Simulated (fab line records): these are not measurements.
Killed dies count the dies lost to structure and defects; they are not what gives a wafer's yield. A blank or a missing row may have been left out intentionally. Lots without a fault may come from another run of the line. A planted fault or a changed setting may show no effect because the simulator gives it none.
What tool caused it? :: flow sky130 :: 10 lots, 30 wafers sampled, at 6 steps of a route of 708

WHAT THE GAUGES SHOWED, per wafer
SKY_SONOS_ONO_THK_MEAS_05. Usual: SONOS_ONO_CVD_04_THK gives 5.75 nm (standard deviation 0.11).
lot: L857
measured: day 12 06:10
on: film_metro-01
SONOS_ONO_CVD_04_THK (nm): 5.61 5.66 5.65
flag: 

lot: L858
measured: day 12 12:48
on: film_metro-02
SONOS_ONO_CVD_04_THK (nm): 5.52 5.58 5.58
flag: 

lot: L859
measured: day 12 14:55
on: film_metro-01
SONOS_ONO_CVD_04_THK (nm): 5.67 5.72 5.72
flag: 

lot: L860
measured: day 12 22:56
on: film_metro-02
SONOS_ONO_CVD_04_THK (nm): 5.71 5.65 5.72
flag: 

lot: L861
measured: day 13 00:16
on: film_metro-02
SONOS_ONO_CVD_04_THK (nm): 5.70 5.56 5.58
flag: 

lot: L866
measured: day 15 04:47
on: film_metro-01
SONOS_ONO_CVD_04_THK (nm): 5.82 5.82 5.75
flag: 

lot: L872
measured: day 16 19:50
on: film_metro-02
SONOS_ONO_CVD_04_THK (nm): 5.74 5.81 5.85
flag: 

lot: L874
measured: day 17 15:02
on: film_metro-01
SONOS_ONO_CVD_04_THK (nm): 5.92 5.89 5.89
flag: 

lot: L876
measured: day 18 04:45
on: film_metro-01
SONOS_ONO_CVD_04_THK (nm): 5.70 5.64 5.64
flag: 

lot: L877
measured: day 18 16:50
on: film_metro-02
SONOS_ONO_CVD_04_THK (nm): 5.96 5.85 5.80
flag: 

SKY_SONOS_ONO_OVL_MEAS_14. Usual: SONOS_ONO_OVL gives 0.1 nm (standard deviation 1.7).
lot: L857
measured: day 13 06:56
on: overlay-02
SONOS_ONO_OVL (nm): 1.5 1.4 1.6
flag: 

lot: L858
measured: day 13 14:01
on: overlay-02
SONOS_ONO_OVL (nm): -0.3 2.1 0.6
flag: 

lot: L859
measured: day 13 15:55
on: overlay-01
SONOS_ONO_OVL (nm): 0.1 -3.2 -0.2
flag: 

lot: L860
measured: day 14 00:23
on: overlay-01
SONOS_ONO_OVL (nm): -0.2 1.7 1.5
flag: 

lot: L861
measured: day 14 02:07
on: overlay-01
SONOS_ONO_OVL (nm): 2.4 2.2 2.3
flag: 

lot: L866
measured: day 16 08:40
on: overlay-02
SONOS_ONO_OVL (nm): -0.2 -1.6 1.0
flag: 

lot: L872
measured: day 17 23:31
on: overlay-02
SONOS_ONO_OVL (nm): 1.7 -0.2 2.3
flag: 

lot: L874
measured: day 18 21:13
on: overlay-01
SONOS_ONO_OVL (nm): -0.6 -0.3 -0.6
flag: 

lot: L876
measured: day 19 11:29
on: overlay-02
SONOS_ONO_OVL (nm): 1.6 0.6 1.5
flag: 

lot: L877
measured: day 20 00:07
on: overlay-01
SONOS_ONO_OVL (nm): -0.9 -1.0 -1.8
flag: 

SKY_VIA2_RS_MEAS_22: measures by four-point-probe. Usual: VIA2_W_RS gives 0.271 ohm/sq (standard deviation 0.0053).
lot: L857
measured: day 37 03:59
on: film_metro-01
VIA2_W_RS (ohm/sq): 0.266 0.275 0.264
flag: 

lot: L858
measured: day 37 09:26
on: film_metro-04
VIA2_W_RS (ohm/sq): 0.275 0.271 0.271
flag: 

lot: L859
measured: day 37 08:16
on: film_metro-01
VIA2_W_RS (ohm/sq): 0.269 0.261 0.274
flag: 

lot: L860
measured: day 37 19:08
on: film_metro-01
VIA2_W_RS (ohm/sq): 0.274 0.273 0.278
flag: 

lot: L861
measured: day 37 15:05
on: film_metro-01
VIA2_W_RS (ohm/sq): 0.265 0.276 0.270
flag: 

lot: L866
measured: day 39 22:27
on: film_metro-02
VIA2_W_RS (ohm/sq): 0.268 0.274 0.271
flag: 

lot: L872
measured: day 41 03:50
on: film_metro-01
VIA2_W_RS (ohm/sq): 0.197 0.197 0.272
flag: OFF

lot: L874
measured: day 41 18:45
on: film_metro-01
VIA2_W_RS (ohm/sq): 0.276 0.274 0.278
flag: 

lot: L876
measured: day 42 08:04
on: film_metro-02
VIA2_W_RS (ohm/sq): 0.278 0.271 0.278
flag: 

lot: L877
measured: day 42 13:58
on: film_metro-01
VIA2_W_RS (ohm/sq): 0.274 0.272 0.271
flag: 

SKY_VIA2_THK_MEAS_23: measures by xrf. Usual: VIA2_W_THK gives 426 nm (standard deviation 9).
lot: L857
measured: day 37 04:05
on: film_metro-01
VIA2_W_THK (nm): 431 423 438
flag: 

lot: L858
measured: day 37 09:32
on: film_metro-04
VIA2_W_THK (nm): 427 432 429
flag: 

lot: L859
measured: day 37 08:23
on: film_metro-01
VIA2_W_THK (nm): 432 444 421
flag: 

lot: L860
measured: day 37 19:14
on: film_metro-01
VIA2_W_THK (nm): 425 426 416
flag: 

lot: L861
measured: day 37 15:12
on: film_metro-01
VIA2_W_THK (nm): 436 421 430
flag: 

lot: L866
measured: day 39 22:34
on: film_metro-02
VIA2_W_THK (nm): 432 420 428
flag: 

lot: L872
measured: day 41 03:57
on: film_metro-01
VIA2_W_THK (nm): - - 420
flag: 

lot: L874
measured: day 41 18:52
on: film_metro-01
VIA2_W_THK (nm): 417 418 412
flag: 

lot: L876
measured: day 42 08:10
on: film_metro-02
VIA2_W_THK (nm): 411 421 414
flag: 

lot: L877
measured: day 42 14:05
on: film_metro-01
VIA2_W_THK (nm): 424 427 434
flag: 

WHAT TOOL EACH LOT RAN ON (gives the tool, then ch and the chambers of the sampled wafers, and finally the start)
lot: L857
SKY_METAL2_STRIP_20: plasma_asher-04 ch 0,1, day 36 00:13
SKY_VIA2_CVD_21: cvd_w-01 ch 0,1, day 37 03:52

lot: L858
SKY_METAL2_STRIP_20: plasma_asher-04 ch 0,1, day 36 06:28
SKY_VIA2_CVD_21: cvd_w-02 ch 0,1, day 37 09:19

lot: L859
SKY_METAL2_STRIP_20: plasma_asher-03 ch 0,1, day 36 04:36
SKY_VIA2_CVD_21: cvd_w-01 ch 0,1, day 37 08:08

lot: L860
SKY_METAL2_STRIP_20: plasma_asher-04 ch 0,1, day 36 15:43
SKY_VIA2_CVD_21: cvd_w-02 ch 0,1, day 37 19:01

lot: L861
SKY_METAL2_STRIP_20: plasma_asher-04 ch 0,1, day 36 11:14
SKY_VIA2_CVD_21: cvd_w-01 ch 0,1, day 37 14:57

lot: L866
SKY_METAL2_STRIP_20: plasma_asher-02 ch 1, day 38 19:16
SKY_VIA2_CVD_21: cvd_w-02 ch 0,1, day 39 22:19

lot: L872
SKY_METAL2_STRIP_20: plasma_asher-02 ch 0,1, day 40 02:06
SKY_VIA2_CVD_21: cvd_w-01 ch 0,1, day 41 03:42

lot: L874
SKY_METAL2_STRIP_20: plasma_asher-04 ch 0,1, day 40 16:50
SKY_VIA2_CVD_21: cvd_w-02 ch 0,1, day 41 18:37

lot: L876
SKY_METAL2_STRIP_20: plasma_asher-02 ch 0, day 41 05:57
SKY_VIA2_CVD_21: cvd_w-02 ch 0, day 42 07:55

lot: L877
SKY_METAL2_STRIP_20: plasma_asher-04 ch 0,1, day 41 12:03
SKY_VIA2_CVD_21: cvd_w-02 ch 0,1, day 42 13:49
- SKY_METAL2_STRIP_20: strips in O2/N2.
- SKY_VIA2_CVD_21: deposits W, target thk 420 nm, time 126.4 s.

WHAT THE TOOLS THEMSELVES READ (means of the sampled wafers that have a number; where no wafer has one, the mark that the record gives instead)
SKY_METAL2_STRIP_20. Usual: drypump_motor_current_A 5.83 A, standard deviation 0.21; oes_product_au 0.343 a.u., standard deviation 0.0045; strip_time_to_endpoint_s 2.69 s, standard deviation 0.051.
lot: L857
tool: plasma_asher-04
drypump_motor_current_A (A): 5.83
oes_product_au (a.u.): 0.346
strip_time_to_endpoint_s (s): 2.66
flag: 

lot: L858
tool: plasma_asher-04
drypump_motor_current_A (A): 5.95
oes_product_au (a.u.): 0.338
strip_time_to_endpoint_s (s): 2.62
flag: 

lot: L859
tool: plasma_asher-03
drypump_motor_current_A (A): 5.56
oes_product_au (a.u.): 0.347
strip_time_to_endpoint_s (s): 2.75
flag: 

lot: L860
tool: plasma_asher-04
drypump_motor_current_A (A): 5.93
oes_product_au (a.u.): 0.345
strip_time_to_endpoint_s (s): 2.65
flag: 

lot: L861
tool: plasma_asher-04
drypump_motor_current_A (A): 5.96
oes_product_au (a.u.): 0.343
strip_time_to_endpoint_s (s): 2.67
flag: 

lot: L866
tool: plasma_asher-02
drypump_motor_current_A (A): 5.76
oes_product_au (a.u.): 0.343
strip_time_to_endpoint_s (s): 2.72
flag: 

lot: L872
tool: plasma_asher-02
drypump_motor_current_A (A): 5.82
oes_product_au (a.u.): 0.339
strip_time_to_endpoint_s (s): 2.66
flag: 

lot: L874
tool: plasma_asher-04
drypump_motor_current_A (A): 5.94
oes_product_au (a.u.): 0.342
strip_time_to_endpoint_s (s): 2.70
flag: 

lot: L876
tool: plasma_asher-02
drypump_motor_current_A (A): 5.86
oes_product_au (a.u.): 0.344
strip_time_to_endpoint_s (s): 2.72
flag: 

lot: L877
tool: plasma_asher-04
drypump_motor_current_A (A): 5.86
oes_product_au (a.u.): 0.348
strip_time_to_endpoint_s (s): 2.75
flag: 

SKY_VIA2_CVD_21. Usual: heater_power_w 915 W, standard deviation 110; susceptor_temp_C 400.07 C, standard deviation 0.22.
lot: L857
tool: cvd_w-01
heater_power_w (W): 959
susceptor_temp_C (C): 399.93
flag: 

lot: L858
tool: cvd_w-02
heater_power_w (W): 952
susceptor_temp_C (C): 400.20
flag: 

lot: L859
tool: cvd_w-01
heater_power_w (W): 890
susceptor_temp_C (C): 400.11
flag: 

lot: L860
tool: cvd_w-02
heater_power_w (W): 974
susceptor_temp_C (C): 400.09
flag: 

lot: L861
tool: cvd_w-01
heater_power_w (W): 957
susceptor_temp_C (C): 399.94
flag: 

lot: L866
tool: cvd_w-02
heater_power_w (W): 953
susceptor_temp_C (C): 400.04
flag: 

lot: L872
tool: cvd_w-01
heater_power_w (W): 920
susceptor_temp_C (C): 399.80
flag: 

lot: L874
tool: cvd_w-02
heater_power_w (W): 980
susceptor_temp_C (C): 400.17
flag: 

lot: L876
tool: cvd_w-02
heater_power_w (W): 856
susceptor_temp_C (C): 399.83
flag: 

lot: L877
tool: cvd_w-02
heater_power_w (W): 907
susceptor_temp_C (C): 400.18
flag: 

THE ANSWER, worked out from the rows above alone
Rule: take the mean of a lot's wafers that have a number; if it is more than 3 standard deviations from the usual mean, the lot is off. A lot without any number at a reading at which 4 lots or more have one is off too. Where the step has rows for the other lots, those lots are counted as sound. The gauges are gone through in route order, then the tools' own readings, and for those a lot's mean is taken as printed above. The first step at which some lot is off is used, and at that step the reading that is off furthest; a lot without a number counts as furthest.
Off: L872, at SKY_VIA2_RS_MEAS_22 (VIA2_W_RS).
If a tool, at a process step before that reading, ran all the lots that are off and no sound lot after the first of them, it fits. The gauges at SKY_VIA2_RS_MEAS_22 are tried like those tools. One fits: cvd_w-01 at SKY_VIA2_CVD_21. A fault onset in the window from L861 (day 37 14:57, its last sound lot) to L872 (day 41 03:42, its first lot off) fits.

WHAT THE SIMULATOR HAD PUT IN
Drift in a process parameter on cvd_w-01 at SKY_VIA2_CVD_21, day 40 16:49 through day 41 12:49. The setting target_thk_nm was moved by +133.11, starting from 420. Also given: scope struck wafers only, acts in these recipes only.
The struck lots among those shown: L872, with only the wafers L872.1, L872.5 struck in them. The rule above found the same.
